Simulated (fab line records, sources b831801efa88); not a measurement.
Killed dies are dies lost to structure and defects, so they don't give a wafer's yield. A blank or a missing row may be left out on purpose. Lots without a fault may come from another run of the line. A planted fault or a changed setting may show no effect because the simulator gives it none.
Chamber matching | flow gf180mcu | GF_V1_ETCH_16 on rie_diel-03: 4 sister chambers
The step etches BARC in N2/H2. 22 wafers are shown with their chamber, then 11 later ones without.

WAFERS WITH THEIR CHAMBER
wafer  | chamber | drypump_motor_current_A (A) | oes_product_au (a.u.) | throttle_valve_pct (%)
L081.1 | 1       | 6.1                         | 0.861                 | 13.224
L081.2 | 0       | 5.1                         | 0.857                 | 13.211
L081.3 | 2       | 6.4                         | 0.858                 | 13.201
L081.4 | 3       | 5.1                         | 0.871                 | 13.227
L081.5 | 3       | 5.1                         | 0.850                 | 13.222
L081.6 | 2       | 6.4                         | 0.861                 | 13.219
L083.4 | 0       | 5.1                         | 0.861                 | 13.240
L083.5 | 2       | 6.4                         | 0.856                 | 13.227
L083.6 | 1       | 6.1                         | 0.847                 | 13.229
L085.1 | 0       | 5.1                         | 0.855                 | 13.229
L085.2 | 3       | 5.1                         | 0.855                 | 13.217
L085.3 | 2       | 6.4                         | 0.861                 | 13.230
L085.4 | 1       | 6.0                         | 0.862                 | 13.227
L085.5 | 0       | 5.1                         | 0.860                 | 13.222
L085.6 | 3       | 5.1                         | 0.859                 | 13.237
L089.2 | 2       | 6.4                         | 0.861                 | 13.220
L089.5 | 2       | 6.3                         | 0.860                 | 13.240
L089.6 | 3       | 5.1                         | 0.866                 | 13.219
L091.3 | 3       | 5.1                         | 0.852                 | 13.228
L091.4 | 0       | 5.1                         | 0.859                 | 13.213
L091.6 | 3       | 5.1                         | 0.854                 | 13.233
L092.2 | 0       | 5.0                         | 0.860                 | 13.223

SIGNATURES (means of the wafers above)
reading                 | chamber 0 | chamber 1 | chamber 2 | chamber 3 | scatter within a chamber
drypump_motor_current_A | 5.083     | 6.067     | 6.383     | 5.100     | 0.036
oes_product_au          | 0.85867   | 0.85667   | 0.85950   | 0.85814   | 0.00551
throttle_valve_pct      | 13.22300  | 13.22667  | 13.22283  | 13.22614  | 0.00991
Rule: a wafer's distance from a chamber is the root of the sum, over the readings, of the square of ((its reading less the chamber's mean) divided by the reading's scatter). The wafer belongs to the nearest chamber; if the next one is less than 2 further off, it can't be placed. The scatter: the root of (the sum of the squares of (reading less its chamber's mean) over the shown wafers, divided by (wafers less chambers)).

WAFERS WITHOUT THEIR CHAMBER
wafer  | drypump_motor_current_A (A) | oes_product_au (a.u.) | throttle_valve_pct (%)
L092.3 | 5.0                         | 0.846                 | 13.215
L092.4 | 6.1                         | 0.850                 | 13.240
L094.2 | 5.1                         | 0.846                 | 13.230
L094.5 | 6.4                         | 0.865                 | 13.237
L094.6 | 6.1                         | 0.851                 | 13.225
L095.2 | 5.1                         | 0.857                 | 13.218
L095.5 | 5.0                         | 0.858                 | 13.235
L095.6 | 5.1                         | 0.856                 | 13.247
L097.1 | 5.1                         | 0.852                 | 13.230
L097.2 | 6.1                         | 0.859                 | 13.234
L097.5 | 5.1                         | 0.846                 | 13.228

WHICH CHAMBER EACH WENT THROUGH
wafer  | from the rows above     | in truth
L092.3 | can't be placed: 0 or 3 | 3
L092.4 | 1                       | 1
L094.2 | can't be placed: 3 or 0 | 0
L094.5 | 2                       | 2
L094.6 | 1                       | 1
L095.2 | can't be placed: 0 or 3 | 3
L095.5 | can't be placed: 0 or 3 | 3
L095.6 | can't be placed: 3 or 0 | 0
L097.1 | can't be placed: 3 or 0 | 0
L097.2 | 1                       | 1
L097.5 | can't be placed: 3 or 0 | 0
Placed correctly: 4 of 11. Can't be placed from these rows: 7 (the true chamber is among the candidates in 7). Placed wrongly: 0.
